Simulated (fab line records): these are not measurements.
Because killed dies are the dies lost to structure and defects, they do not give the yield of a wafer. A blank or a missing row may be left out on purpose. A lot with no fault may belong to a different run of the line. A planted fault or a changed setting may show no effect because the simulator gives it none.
fab line records :: flow sky130
record:
  lots: 13
  wafers: 39
  last_day: 50
route steps=708 shown VT_ADJUST_NCORE@128 VT_ADJUST_HVTR@138 SONOS_TUNNEL@161
lots untouched by any fault: they come from a run of this same line in which no faults occurred
start_h: hours from the record's opening day to when the first of the lot's shown wafers began :: wait_h: hours from the lot's prior step to this one :: " repeats the value in the row above :: L1.1+2: several wafers, shown together as one row :: - either no value or no given start :: * or withheld: withheld :: < > ~ a bound
route shown NAME@n: names a module that has steps shown in the file, with the first one's number in the route :: usual: mean/standard deviation taken from wafers without a fault :: same: alike in all rows :: chamber/n: place in a boat :: sites: the reading at each site :: _std_site: how widely they spread, as a standard deviation :: _edge_site: outer sites' mean less inner sites' :: radius_mm: for every site, how far away it sits from the centre of the wafer :: mask NAME#n: copy n :: behind: tool/chamber where the wafer was last shaped :: hold: why the lot was held/for how many hours/how that ended :: device: whichever transistor did not switch (one of n, p or np) :: end of line: the same wafers' tests at the end of the route :: for a step that has no rows: nothing shown but its recipe :: killed: dies that structure and defects cost at the first sort, which is not the same as the wafer's yield :: map: a wafer's dies, x killed, . not, _ none there
set.NAME: the setting as run; set.NAME@STEP: as run at that earlier step :: model.NAME: the simulator's own value behind a step, which no gauge read
the route's steps for a sample of lots (tables are steps, rows are wafers)
services: from which hour (start_h, from the record's first day; less than 0 if before it) a tool's chamber was out of use, for how many hours, and why
== steps ==
step: SKY_VT_ADJUST_NCORE_IMPLANT_09
recipe:
  species: B
  energy_kev: 10
  dose_cm2: 2.4e+12
  tilt_deg: withheld
usual:
  dose_ions_cm2: 2.4002e+12/2.8e+09
  faraday_current_uA: 13.52/0.27
lot.wafer: L567.1
tool: implanter-01
chamber: 0
start_h: 198.12
wait_h: 0.0
dose_ions_cm2: 2.3953e+12
faraday_current_uA: 13.16

lot.wafer: L567.2
tool: implanter-01
chamber: 0
start_h: 198.12
wait_h: 0.0
dose_ions_cm2: 2.3957e+12
faraday_current_uA: 13.00

lot.wafer: L567.4
tool: implanter-01
chamber: 0
start_h: 198.12
wait_h: 0.0
dose_ions_cm2: 2.395e+12
faraday_current_uA: 13.41

lot.wafer: L569.2
tool: implanter-03
chamber: 0
start_h: 203.86
wait_h: 0.0
dose_ions_cm2: 2.3985e+12
faraday_current_uA: 13.57

lot.wafer: L569.3
tool: implanter-03
chamber: 0
start_h: 203.86
wait_h: 0.0
dose_ions_cm2: 2.4002e+12
faraday_current_uA: 13.21

lot.wafer: L569.5
tool: implanter-03
chamber: 0
start_h: 203.86
wait_h: 0.0
dose_ions_cm2: 2.3969e+12
faraday_current_uA: 13.26

lot.wafer: L570.1
tool: implanter-03
chamber: 0
start_h: 215.55
wait_h: 0.0
dose_ions_cm2: 2.3992e+12
faraday_current_uA: 13.58

lot.wafer: L570.4
tool: implanter-03
chamber: 0
start_h: 215.55
wait_h: 0.0
dose_ions_cm2: 2.3951e+12
faraday_current_uA: 13.07

lot.wafer: L570.5
tool: implanter-03
chamber: 0
start_h: 215.55
wait_h: 0.0
dose_ions_cm2: 2.3981e+12
faraday_current_uA: 13.82

lot.wafer: L571.2
tool: implanter-04
chamber: 0
start_h: 215.95
wait_h: 0.0
dose_ions_cm2: 2.3988e+12
faraday_current_uA: 13.15

lot.wafer: L571.3
tool: implanter-04
chamber: 0
start_h: 215.95
wait_h: 0.0
dose_ions_cm2: 2.3952e+12
faraday_current_uA: 13.84

lot.wafer: L571.4
tool: implanter-04
chamber: 0
start_h: 215.95
wait_h: 0.0
dose_ions_cm2: 2.4008e+12
faraday_current_uA: 13.44

lot.wafer: L572.3
tool: implanter-01
chamber: 0
start_h: 229.02
wait_h: 0.1
dose_ions_cm2: 2.3977e+12
faraday_current_uA: 13.24

lot.wafer: L572.4
tool: implanter-01
chamber: 0
start_h: 229.02
wait_h: 0.1
dose_ions_cm2: 2.3937e+12
faraday_current_uA: 13.50

lot.wafer: L572.5
tool: implanter-01
chamber: 0
start_h: 229.02
wait_h: 0.1
dose_ions_cm2: 2.3975e+12
faraday_current_uA: 13.62

lot.wafer: L574.1
tool: implanter-04
chamber: 0
start_h: 230.57
wait_h: 0.0
dose_ions_cm2: 2.4022e+12
faraday_current_uA: 13.76

lot.wafer: L574.2
tool: implanter-04
chamber: 0
start_h: 230.57
wait_h: 0.0
dose_ions_cm2: 2.3993e+12
faraday_current_uA: 13.85

lot.wafer: L574.3
tool: implanter-04
chamber: 0
start_h: 230.57
wait_h: 0.0
dose_ions_cm2: 2.3982e+12
faraday_current_uA: 13.19

lot.wafer: L575.2
tool: implanter-01
chamber: 0
start_h: 240.78
wait_h: 0.0
dose_ions_cm2: 2.4001e+12
faraday_current_uA: 13.18

lot.wafer: L575.4
tool: implanter-01
chamber: 0
start_h: 240.78
wait_h: 0.0
dose_ions_cm2: 2.4023e+12
faraday_current_uA: 13.46

lot.wafer: L575.6
tool: implanter-01
chamber: 0
start_h: 240.78
wait_h: 0.0
dose_ions_cm2: 2.401e+12
faraday_current_uA: 13.53

lot.wafer: L581.1
tool: implanter-01
chamber: 0
start_h: 282.58
wait_h: 0.0
dose_ions_cm2: 1.008e+12
faraday_current_uA: 5.56

lot.wafer: L581.4
tool: implanter-01
chamber: 0
start_h: 282.58
wait_h: 0.0
dose_ions_cm2: 1.0038e+12
faraday_current_uA: 5.65

lot.wafer: L581.6
tool: implanter-01
chamber: 0
start_h: 282.58
wait_h: 0.0
dose_ions_cm2: 1.0066e+12
faraday_current_uA: 5.81

lot.wafer: L582.1
tool: implanter-01
chamber: 0
start_h: 291.02
wait_h: 0.0
dose_ions_cm2: 1.0044e+12
faraday_current_uA: 5.59

lot.wafer: L582.3
tool: implanter-01
chamber: 0
start_h: 291.02
wait_h: 0.0
dose_ions_cm2: 1.0067e+12
faraday_current_uA: 5.53

lot.wafer: L582.6
tool: implanter-01
chamber: 0
start_h: 291.02
wait_h: 0.0
dose_ions_cm2: 1.0052e+12
faraday_current_uA: 5.62

lot.wafer: L584.1
tool: implanter-03
chamber: 0
start_h: 300.37
wait_h: 0.0
dose_ions_cm2: 2.3978e+12
faraday_current_uA: 13.61

lot.wafer: L584.2
tool: implanter-03
chamber: 0
start_h: 300.37
wait_h: 0.0
dose_ions_cm2: 2.3971e+12
faraday_current_uA: 13.89

lot.wafer: L584.4
tool: implanter-03
chamber: 0
start_h: 300.37
wait_h: 0.0
dose_ions_cm2: 2.397e+12
faraday_current_uA: 13.82

lot.wafer: L586.2
tool: implanter-04
chamber: 0
start_h: 319.35
wait_h: 0.0
dose_ions_cm2: 2.4009e+12
faraday_current_uA: 13.17

lot.wafer: L586.3
tool: implanter-04
chamber: 0
start_h: 319.35
wait_h: 0.0
dose_ions_cm2: 2.4006e+12
faraday_current_uA: 13.52

lot.wafer: L586.4
tool: implanter-04
chamber: 0
start_h: 319.35
wait_h: 0.0
dose_ions_cm2: 2.3972e+12
faraday_current_uA: 13.70

lot.wafer: L587.2
tool: implanter-04
chamber: 0
start_h: 322.33
wait_h: 0.0
dose_ions_cm2: 2.4044e+12
faraday_current_uA: 13.44

lot.wafer: L587.5
tool: implanter-04
chamber: 0
start_h: 322.33
wait_h: 0.0
dose_ions_cm2: 2.4013e+12
faraday_current_uA: 13.85

lot.wafer: L587.6
tool: implanter-04
chamber: 0
start_h: 322.33
wait_h: 0.0
dose_ions_cm2: 2.4012e+12
faraday_current_uA: 13.06

lot.wafer: L590.1
tool: implanter-04
chamber: 0
start_h: 352.50
wait_h: 0.0
dose_ions_cm2: 2.4018e+12
faraday_current_uA: 13.32

lot.wafer: L590.3
tool: implanter-04
chamber: 0
start_h: 352.50
wait_h: 0.0
dose_ions_cm2: 2.4e+12
faraday_current_uA: 13.54

lot.wafer: L590.4
tool: implanter-04
chamber: 0
start_h: 352.50
wait_h: 0.0
dose_ions_cm2: 2.4073e+12
faraday_current_uA: 13.51
step: SKY_VT_ADJUST_NCORE_TW_MEAS_11
usual:
  VT_ADJUST_NCORE_TW: 217.7/2
lot.wafer: L567.1
tool: film_metro-03
chamber: -
start_h: 198.37
wait_h: 0.1
VT_ADJUST_NCORE_TW: 218.8

lot.wafer: L567.2
tool: film_metro-03
chamber: -
start_h: 198.37
wait_h: 0.1
VT_ADJUST_NCORE_TW: 218.1

lot.wafer: L567.4
tool: film_metro-03
chamber: -
start_h: 198.37
wait_h: 0.1
VT_ADJUST_NCORE_TW: 219.5

lot.wafer: L569.2
tool: film_metro-02
chamber: -
start_h: 204.10
wait_h: 0.1
VT_ADJUST_NCORE_TW: 213.1

lot.wafer: L569.3
tool: film_metro-02
chamber: -
start_h: 204.10
wait_h: 0.1
VT_ADJUST_NCORE_TW: 214.5

lot.wafer: L569.5
tool: film_metro-02
chamber: -
start_h: 204.10
wait_h: 0.1
VT_ADJUST_NCORE_TW: 213.9

lot.wafer: L570.1
tool: film_metro-03
chamber: -
start_h: 215.81
wait_h: 0.1
VT_ADJUST_NCORE_TW: 219.3

lot.wafer: L570.4
tool: film_metro-03
chamber: -
start_h: 215.81
wait_h: 0.1
VT_ADJUST_NCORE_TW: 219.0

lot.wafer: L570.5
tool: film_metro-03
chamber: -
start_h: 215.81
wait_h: 0.1
VT_ADJUST_NCORE_TW: 219.0

lot.wafer: L571.2
tool: film_metro-03
chamber: -
start_h: 216.18
wait_h: 0.1
VT_ADJUST_NCORE_TW: 219.7

lot.wafer: L571.3
tool: film_metro-03
chamber: -
start_h: 216.18
wait_h: 0.1
VT_ADJUST_NCORE_TW: 219.2

lot.wafer: L571.4
tool: film_metro-03
chamber: -
start_h: 216.18
wait_h: 0.1
VT_ADJUST_NCORE_TW: 219.1

lot.wafer: L572.3
tool: film_metro-02
chamber: -
start_h: 229.24
wait_h: 0.1
VT_ADJUST_NCORE_TW: 216.3

lot.wafer: L572.4
tool: film_metro-02
chamber: -
start_h: 229.24
wait_h: 0.1
VT_ADJUST_NCORE_TW: 216.3

lot.wafer: L572.5
tool: film_metro-02
chamber: -
start_h: 229.24
wait_h: 0.1
VT_ADJUST_NCORE_TW: 217.0

lot.wafer: L574.1
tool: film_metro-04
chamber: -
start_h: 230.82
wait_h: 0.1
VT_ADJUST_NCORE_TW: 219.8

lot.wafer: L574.2
tool: film_metro-04
chamber: -
start_h: 230.82
wait_h: 0.1
VT_ADJUST_NCORE_TW: 220.6

lot.wafer: L574.3
tool: film_metro-04
chamber: -
start_h: 230.82
wait_h: 0.1
VT_ADJUST_NCORE_TW: 220.4

lot.wafer: L575.2
tool: film_metro-02
chamber: -
start_h: 241.01
wait_h: 0.1
VT_ADJUST_NCORE_TW: 215.3

lot.wafer: L575.4
tool: film_metro-02
chamber: -
start_h: 241.01
wait_h: 0.1
VT_ADJUST_NCORE_TW: 215.6

lot.wafer: L575.6
tool: film_metro-02
chamber: -
start_h: 241.01
wait_h: 0.1
VT_ADJUST_NCORE_TW: 216.1

lot.wafer: L581.1
tool: film_metro-02
chamber: -
start_h: 282.83
wait_h: 0.1
VT_ADJUST_NCORE_TW: 170.6

lot.wafer: L581.4
tool: film_metro-02
chamber: -
start_h: 282.83
wait_h: 0.1
VT_ADJUST_NCORE_TW: 168.5

lot.wafer: L581.6
tool: film_metro-02
chamber: -
start_h: 282.83
wait_h: 0.1
VT_ADJUST_NCORE_TW: 169.2

lot.wafer: L582.1
tool: film_metro-02
chamber: -
start_h: 291.27
wait_h: 0.1
VT_ADJUST_NCORE_TW: 168.2

lot.wafer: L582.3
tool: film_metro-02
chamber: -
start_h: 291.27
wait_h: 0.1
VT_ADJUST_NCORE_TW: 169.0

lot.wafer: L582.6
tool: film_metro-02
chamber: -
start_h: 291.27
wait_h: 0.1
VT_ADJUST_NCORE_TW: 169.5

lot.wafer: L584.1
tool: film_metro-02
chamber: -
start_h: 300.62
wait_h: 0.1
VT_ADJUST_NCORE_TW: 216.4

lot.wafer: L584.2
tool: film_metro-02
chamber: -
start_h: 300.62
wait_h: 0.1
VT_ADJUST_NCORE_TW: 216.2

lot.wafer: L584.4
tool: film_metro-02
chamber: -
start_h: 300.62
wait_h: 0.1
VT_ADJUST_NCORE_TW: 214.9

lot.wafer: L586.2
tool: film_metro-02
chamber: -
start_h: 319.58
wait_h: 0.1
VT_ADJUST_NCORE_TW: 217.0

lot.wafer: L586.3
tool: film_metro-02
chamber: -
start_h: 319.58
wait_h: 0.1
VT_ADJUST_NCORE_TW: 216.7

lot.wafer: L586.4
tool: film_metro-02
chamber: -
start_h: 319.58
wait_h: 0.1
VT_ADJUST_NCORE_TW: 217.5

lot.wafer: L587.2
tool: film_metro-03
chamber: -
start_h: 322.56
wait_h: 0.1
VT_ADJUST_NCORE_TW: 219.5

lot.wafer: L587.5
tool: film_metro-03
chamber: -
start_h: 322.56
wait_h: 0.1
VT_ADJUST_NCORE_TW: 219.8

lot.wafer: L587.6
tool: film_metro-03
chamber: -
start_h: 322.56
wait_h: 0.1
VT_ADJUST_NCORE_TW: 218.6

lot.wafer: L590.1
tool: film_metro-03
chamber: -
start_h: 352.75
wait_h: 0.1
VT_ADJUST_NCORE_TW: 219.7

lot.wafer: L590.3
tool: film_metro-03
chamber: -
start_h: 352.75
wait_h: 0.1
VT_ADJUST_NCORE_TW: 220.4

lot.wafer: L590.4
tool: film_metro-03
chamber: -
start_h: 352.75
wait_h: 0.1
VT_ADJUST_NCORE_TW: 220.8
step: SKY_VT_ADJUST_HVTR_CD_MEAS_07
recipe:
  target_cd_nm: 380
usual:
  cd_nm: 379.9/2.7
lot.wafer: L567.1
tool: cd_sem-02
chamber: -
start_h: 220.05
wait_h: 0.1
cd_nm: 378.7

lot.wafer: L567.2
tool: cd_sem-02
chamber: -
start_h: 220.05
wait_h: 0.1
cd_nm: 380.1

lot.wafer: L567.4
tool: cd_sem-02
chamber: -
start_h: 220.05
wait_h: 0.1
cd_nm: 380.6

lot.wafer: L569.2
tool: cd_sem-02
chamber: -
start_h: 225.84
wait_h: 0.1
cd_nm: 377.8

lot.wafer: L569.3
tool: cd_sem-02
chamber: -
start_h: 225.84
wait_h: 0.1
cd_nm: 377.6

lot.wafer: L569.5
tool: cd_sem-02
chamber: -
start_h: 225.84
wait_h: 0.1
cd_nm: 374.8

lot.wafer: L570.1
tool: cd_sem-02
chamber: -
start_h: 238.69
wait_h: 0.2
cd_nm: 378.6

lot.wafer: L570.4
tool: cd_sem-02
chamber: -
start_h: 238.69
wait_h: 0.2
cd_nm: 383.4

lot.wafer: L570.5
tool: cd_sem-02
chamber: -
start_h: 238.69
wait_h: 0.2
cd_nm: 380.8

lot.wafer: L571.2
tool: cd_sem-02
chamber: -
start_h: 238.95
wait_h: 0.1
cd_nm: 378.9

lot.wafer: L571.3
tool: cd_sem-02
chamber: -
start_h: 238.95
wait_h: 0.1
cd_nm: 376.8

lot.wafer: L571.4
tool: cd_sem-02
chamber: -
start_h: 238.95
wait_h: 0.1
cd_nm: 378.5

lot.wafer: L572.3
tool: cd_sem-02
chamber: -
start_h: 252.34
wait_h: 0.1
cd_nm: 382.0

lot.wafer: L572.4
tool: cd_sem-02
chamber: -
start_h: 252.34
wait_h: 0.1
cd_nm: 384.2

lot.wafer: L572.5
tool: cd_sem-02
chamber: -
start_h: 252.34
wait_h: 0.1
cd_nm: 381.9

lot.wafer: L574.1
tool: cd_sem-01
chamber: -
start_h: 254.77
wait_h: 0.1
cd_nm: 377.7

lot.wafer: L574.2
tool: cd_sem-01
chamber: -
start_h: 254.77
wait_h: 0.1
cd_nm: 380.0

lot.wafer: L574.3
tool: cd_sem-01
chamber: -
start_h: 254.77
wait_h: 0.1
cd_nm: 381.6

lot.wafer: L575.2
tool: cd_sem-02
chamber: -
start_h: 265.14
wait_h: 0.1
cd_nm: 383.1

lot.wafer: L575.4
tool: cd_sem-02
chamber: -
start_h: 265.14
wait_h: 0.1
cd_nm: 381.5

lot.wafer: L575.6
tool: cd_sem-02
chamber: -
start_h: 265.14
wait_h: 0.1
cd_nm: 380.6

lot.wafer: L581.1
tool: cd_sem-02
chamber: -
start_h: 308.70
wait_h: 0.1
cd_nm: 380.9

lot.wafer: L581.4
tool: cd_sem-02
chamber: -
start_h: 308.70
wait_h: 0.1
cd_nm: 382.2

lot.wafer: L581.6
tool: cd_sem-02
chamber: -
start_h: 308.70
wait_h: 0.1
cd_nm: 384.0

lot.wafer: L582.1
tool: cd_sem-02
chamber: -
start_h: 317.12
wait_h: 0.1
cd_nm: 383.3

lot.wafer: L582.3
tool: cd_sem-02
chamber: -
start_h: 317.12
wait_h: 0.1
cd_nm: 380.3

lot.wafer: L582.6
tool: cd_sem-02
chamber: -
start_h: 317.12
wait_h: 0.1
cd_nm: 381.4

lot.wafer: L584.1
tool: cd_sem-01
chamber: -
start_h: 327.20
wait_h: 0.1
cd_nm: 382.7

lot.wafer: L584.2
tool: cd_sem-01
chamber: -
start_h: 327.20
wait_h: 0.1
cd_nm: 382.5

lot.wafer: L584.4
tool: cd_sem-01
chamber: -
start_h: 327.20
wait_h: 0.1
cd_nm: 383.0

lot.wafer: L586.2
tool: cd_sem-01
chamber: -
start_h: 346.42
wait_h: 0.1
cd_nm: 375.2

lot.wafer: L586.3
tool: cd_sem-01
chamber: -
start_h: 346.42
wait_h: 0.1
cd_nm: 374.4

lot.wafer: L586.4
tool: cd_sem-01
chamber: -
start_h: 346.42
wait_h: 0.1
cd_nm: 376.0

lot.wafer: L587.2
tool: cd_sem-02
chamber: -
start_h: 349.19
wait_h: 0.1
cd_nm: 377.6

lot.wafer: L587.5
tool: cd_sem-02
chamber: -
start_h: 349.19
wait_h: 0.1
cd_nm: 378.2

lot.wafer: L587.6
tool: cd_sem-02
chamber: -
start_h: 349.19
wait_h: 0.1
cd_nm: 380.7

lot.wafer: L590.1
tool: cd_sem-01
chamber: -
start_h: 380.50
wait_h: 0.1
cd_nm: 382.2

lot.wafer: L590.3
tool: cd_sem-01
chamber: -
start_h: 380.50
wait_h: 0.1
cd_nm: 380.4

lot.wafer: L590.4
tool: cd_sem-01
chamber: -
start_h: 380.50
wait_h: 0.1
cd_nm: 383.4
step: SKY_VT_ADJUST_HVTR_TW_MEAS_11
usual:
  VT_ADJUST_HVTR_TW: 211.5/1.5
lot.wafer: L567.1
tool: film_metro-04
chamber: -
start_h: 220.45
wait_h: 0.1
VT_ADJUST_HVTR_TW: 210.6

lot.wafer: L567.2
tool: film_metro-04
chamber: -
start_h: 220.45
wait_h: 0.1
VT_ADJUST_HVTR_TW: 210.6

lot.wafer: L567.4
tool: film_metro-04
chamber: -
start_h: 220.45
wait_h: 0.1
VT_ADJUST_HVTR_TW: 211.8

lot.wafer: L569.2
tool: film_metro-04
chamber: -
start_h: 226.23
wait_h: 0.1
VT_ADJUST_HVTR_TW: 211.4

lot.wafer: L569.3
tool: film_metro-04
chamber: -
start_h: 226.23
wait_h: 0.1
VT_ADJUST_HVTR_TW: 211.0

lot.wafer: L569.5
tool: film_metro-04
chamber: -
start_h: 226.23
wait_h: 0.1
VT_ADJUST_HVTR_TW: 212.1

lot.wafer: L570.1
tool: film_metro-03
chamber: -
start_h: 239.10
wait_h: 0.1
VT_ADJUST_HVTR_TW: 210.6

lot.wafer: L570.4
tool: film_metro-03
chamber: -
start_h: 239.10
wait_h: 0.1
VT_ADJUST_HVTR_TW: 210.3

lot.wafer: L570.5
tool: film_metro-03
chamber: -
start_h: 239.10
wait_h: 0.1
VT_ADJUST_HVTR_TW: 211.4

lot.wafer: L571.2
tool: film_metro-04
chamber: -
start_h: 239.35
wait_h: 0.1
VT_ADJUST_HVTR_TW: 210.4

lot.wafer: L571.3
tool: film_metro-04
chamber: -
start_h: 239.35
wait_h: 0.1
VT_ADJUST_HVTR_TW: 211.6

lot.wafer: L571.4
tool: film_metro-04
chamber: -
start_h: 239.35
wait_h: 0.1
VT_ADJUST_HVTR_TW: 210.8

lot.wafer: L572.3
tool: film_metro-03
chamber: -
start_h: 252.72
wait_h: 0.1
VT_ADJUST_HVTR_TW: 210.8

lot.wafer: L572.4
tool: film_metro-03
chamber: -
start_h: 252.72
wait_h: 0.1
VT_ADJUST_HVTR_TW: 209.7

lot.wafer: L572.5
tool: film_metro-03
chamber: -
start_h: 252.72
wait_h: 0.1
VT_ADJUST_HVTR_TW: 211.2

lot.wafer: L574.1
tool: film_metro-04
chamber: -
start_h: 255.17
wait_h: 0.1
VT_ADJUST_HVTR_TW: 211.8

lot.wafer: L574.2
tool: film_metro-04
chamber: -
start_h: 255.17
wait_h: 0.1
VT_ADJUST_HVTR_TW: 211.5

lot.wafer: L574.3
tool: film_metro-04
chamber: -
start_h: 255.17
wait_h: 0.1
VT_ADJUST_HVTR_TW: 211.2

lot.wafer: L575.2
tool: film_metro-03
chamber: -
start_h: 265.53
wait_h: 0.1
VT_ADJUST_HVTR_TW: 211.4

lot.wafer: L575.4
tool: film_metro-03
chamber: -
start_h: 265.53
wait_h: 0.1
VT_ADJUST_HVTR_TW: 210.9

lot.wafer: L575.6
tool: film_metro-03
chamber: -
start_h: 265.53
wait_h: 0.1
VT_ADJUST_HVTR_TW: 210.3

lot.wafer: L581.1
tool: film_metro-04
chamber: -
start_h: 309.10
wait_h: 0.1
VT_ADJUST_HVTR_TW: 211.8

lot.wafer: L581.4
tool: film_metro-04
chamber: -
start_h: 309.10
wait_h: 0.1
VT_ADJUST_HVTR_TW: 210.7

lot.wafer: L581.6
tool: film_metro-04
chamber: -
start_h: 309.10
wait_h: 0.1
VT_ADJUST_HVTR_TW: 212.7

lot.wafer: L582.1
tool: film_metro-04
chamber: -
start_h: 317.52
wait_h: 0.1
VT_ADJUST_HVTR_TW: 209.6

lot.wafer: L582.3
tool: film_metro-04
chamber: -
start_h: 317.52
wait_h: 0.1
VT_ADJUST_HVTR_TW: 209.9

lot.wafer: L582.6
tool: film_metro-04
chamber: -
start_h: 317.52
wait_h: 0.1
VT_ADJUST_HVTR_TW: 211.0

lot.wafer: L584.1
tool: film_metro-04
chamber: -
start_h: 327.61
wait_h: 0.1
VT_ADJUST_HVTR_TW: 210.1

lot.wafer: L584.2
tool: film_metro-04
chamber: -
start_h: 327.61
wait_h: 0.1
VT_ADJUST_HVTR_TW: 209.5

lot.wafer: L584.4
tool: film_metro-04
chamber: -
start_h: 327.61
wait_h: 0.1
VT_ADJUST_HVTR_TW: 207.9

lot.wafer: L586.2
tool: film_metro-01
chamber: -
start_h: 346.81
wait_h: 0.1
VT_ADJUST_HVTR_TW: 213.5

lot.wafer: L586.3
tool: film_metro-01
chamber: -
start_h: 346.81
wait_h: 0.1
VT_ADJUST_HVTR_TW: 213.4

lot.wafer: L586.4
tool: film_metro-01
chamber: -
start_h: 346.81
wait_h: 0.1
VT_ADJUST_HVTR_TW: 212.9

lot.wafer: L587.2
tool: film_metro-01
chamber: -
start_h: 349.58
wait_h: 0.1
VT_ADJUST_HVTR_TW: 214.5

lot.wafer: L587.5
tool: film_metro-01
chamber: -
start_h: 349.58
wait_h: 0.1
VT_ADJUST_HVTR_TW: 213.2

lot.wafer: L587.6
tool: film_metro-01
chamber: -
start_h: 349.58
wait_h: 0.1
VT_ADJUST_HVTR_TW: 214.4

lot.wafer: L590.1
tool: film_metro-01
chamber: -
start_h: 380.90
wait_h: 0.1
VT_ADJUST_HVTR_TW: 212.8

lot.wafer: L590.3
tool: film_metro-01
chamber: -
start_h: 380.90
wait_h: 0.1
VT_ADJUST_HVTR_TW: 211.4

lot.wafer: L590.4
tool: film_metro-01
chamber: -
start_h: 380.90
wait_h: 0.1
VT_ADJUST_HVTR_TW: 212.7
step: SKY_SONOS_TUNNEL_CD_MEAS_07
recipe:
  target_cd_nm: 410
usual:
  cd_nm: 410.6/2.4
lot.wafer: L567.1
tool: cd_sem-02
chamber: -
start_h: 267.75
wait_h: 0.1
cd_nm: 409.0

lot.wafer: L567.2
tool: cd_sem-02
chamber: -
start_h: 267.75
wait_h: 0.1
cd_nm: 408.0

lot.wafer: L567.4
tool: cd_sem-02
chamber: -
start_h: 267.75
wait_h: 0.1
cd_nm: 408.7

lot.wafer: L569.2
tool: cd_sem-01
chamber: -
start_h: 272.62
wait_h: 0.1
cd_nm: 411.4

lot.wafer: L569.3
tool: cd_sem-01
chamber: -
start_h: 272.62
wait_h: 0.1
cd_nm: 414.7

lot.wafer: L569.5
tool: cd_sem-01
chamber: -
start_h: 272.62
wait_h: 0.1
cd_nm: 413.2

lot.wafer: L570.1
tool: cd_sem-01
chamber: -
start_h: 286.75
wait_h: 0.1
cd_nm: 412.7

lot.wafer: L570.4
tool: cd_sem-01
chamber: -
start_h: 286.75
wait_h: 0.1
cd_nm: 413.0

lot.wafer: L570.5
tool: cd_sem-01
chamber: -
start_h: 286.75
wait_h: 0.1
cd_nm: 411.8

lot.wafer: L571.2
tool: cd_sem-01
chamber: -
start_h: 287.37
wait_h: 0.1
cd_nm: 415.6

lot.wafer: L571.3
tool: cd_sem-01
chamber: -
start_h: 287.37
wait_h: 0.1
cd_nm: 414.1

lot.wafer: L571.4
tool: cd_sem-01
chamber: -
start_h: 287.37
wait_h: 0.1
cd_nm: 414.6

lot.wafer: L572.3
tool: cd_sem-02
chamber: -
start_h: 301.69
wait_h: 0.1
cd_nm: 410.2

lot.wafer: L572.4
tool: cd_sem-02
chamber: -
start_h: 301.69
wait_h: 0.1
cd_nm: 409.1

lot.wafer: L572.5
tool: cd_sem-02
chamber: -
start_h: 301.69
wait_h: 0.1
cd_nm: 409.9

lot.wafer: L574.1
tool: cd_sem-01
chamber: -
start_h: 305.65
wait_h: 0.1
cd_nm: 410.0

lot.wafer: L574.2
tool: cd_sem-01
chamber: -
start_h: 305.65
wait_h: 0.1
cd_nm: 409.0

lot.wafer: L574.3
tool: cd_sem-01
chamber: -
start_h: 305.65
wait_h: 0.1
cd_nm: 411.1

lot.wafer: L575.2
tool: cd_sem-01
chamber: -
start_h: 316.05
wait_h: 0.1
cd_nm: 410.9

lot.wafer: L575.4
tool: cd_sem-01
chamber: -
start_h: 316.05
wait_h: 0.1
cd_nm: 411.2

lot.wafer: L575.6
tool: cd_sem-01
chamber: -
start_h: 316.05
wait_h: 0.1
cd_nm: 411.9

lot.wafer: L581.1
tool: cd_sem-02
chamber: -
start_h: 362.45
wait_h: 0.1
cd_nm: 412.1

lot.wafer: L581.4
tool: cd_sem-02
chamber: -
start_h: 362.45
wait_h: 0.1
cd_nm: 412.8

lot.wafer: L581.6
tool: cd_sem-02
chamber: -
start_h: 362.45
wait_h: 0.1
cd_nm: 411.1

lot.wafer: L582.1
tool: cd_sem-01
chamber: -
start_h: 373.28
wait_h: 0.1
cd_nm: 411.7

lot.wafer: L582.3
tool: cd_sem-01
chamber: -
start_h: 373.28
wait_h: 0.1
cd_nm: 407.5

lot.wafer: L582.6
tool: cd_sem-01
chamber: -
start_h: 373.28
wait_h: 0.1
cd_nm: 411.2

lot.wafer: L584.1
tool: cd_sem-02
chamber: -
start_h: 382.44
wait_h: 0.3
cd_nm: 411.9

lot.wafer: L584.2
tool: cd_sem-02
chamber: -
start_h: 382.44
wait_h: 0.3
cd_nm: 411.2

lot.wafer: L584.4
tool: cd_sem-02
chamber: -
start_h: 382.44
wait_h: 0.3
cd_nm: 412.8

lot.wafer: L586.2
tool: cd_sem-01
chamber: -
start_h: 404.17
wait_h: 0.1
cd_nm: 408.2

lot.wafer: L586.3
tool: cd_sem-01
chamber: -
start_h: 404.17
wait_h: 0.1
cd_nm: 409.1

lot.wafer: L586.4
tool: cd_sem-01
chamber: -
start_h: 404.17
wait_h: 0.1
cd_nm: 408.4

lot.wafer: L587.2
tool: cd_sem-02
chamber: -
start_h: 406.47
wait_h: 0.1
cd_nm: 406.7

lot.wafer: L587.5
tool: cd_sem-02
chamber: -
start_h: 406.47
wait_h: 0.1
cd_nm: 407.8

lot.wafer: L587.6
tool: cd_sem-02
chamber: -
start_h: 406.47
wait_h: 0.1
cd_nm: 406.4

lot.wafer: L590.1
tool: cd_sem-01
chamber: -
start_h: 439.14
wait_h: 0.2
cd_nm: 408.8

lot.wafer: L590.3
tool: cd_sem-01
chamber: -
start_h: 439.14
wait_h: 0.2
cd_nm: 410.3

lot.wafer: L590.4
tool: cd_sem-01
chamber: -
start_h: 439.14
wait_h: 0.2
cd_nm: 408.8
== services ==
tool: implanter-04
chamber: -
start_h: 195.83
hours: 4.4
kind: repair

tool: implanter-01
chamber: -
start_h: 214.53
hours: 4.1
kind: pm

tool: implanter-01
chamber: -
start_h: 221.34
hours: 1.4
kind: repair

tool: implanter-01
chamber: -
start_h: 332.82
hours: 1.0
kind: repair

tool: implanter-01
chamber: -
start_h: 347.59
hours: 26.1
kind: pm
== key ==
first_sign:
  step: SKY_VT_ADJUST_NCORE_IMPLANT_09
  reading: dose_ions_cm2
  direction: down
  sigmas: 99+
  usual: *
  struck: *
effect:
  step: SKY_VT_ADJUST_NCORE_IMPLANT_09
  reading: faraday_current_uA
  direction: down
  sigmas: 30
  usual: 13.52
  struck: 5.63
effect:
  step: SKY_VT_ADJUST_NCORE_TW_MEAS_11
  reading: VT_ADJUST_NCORE_TW
  direction: down
  sigmas: 25
  usual: 217.7
  struck: 169.2
met_at SKY_VT_ADJUST_NCORE_IMPLANT_09
struck_lots L581,L582
tester_left_out L581,L582
not_acting_at SKY_VT_ADJUST_HVTR_CD_MEAS_07,SKY_VT_ADJUST_HVTR_TW_MEAS_11,SKY_SONOS_TUNNEL_CD_MEAS_07
onset_between 240.78 282.58
fault:
  kind: process_parameter_drift
  tool: implanter-01
  chamber: -
  onset_h: 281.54
  steps: SKY_VT_ADJUST_NCORE_IMPLANT_09
  channel: dose_cm2
  offset: *
  shape: step
  end_h: 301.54
  acts_in: *
  stated: *
tester_left_out: of these lots the tester's yield and bins aren't shown, on N5 and GAA mostly nor the transistor test; their killed dies are dies lost to structure and defects alone, not to doping, threshold or leakage, so they don't give the yield
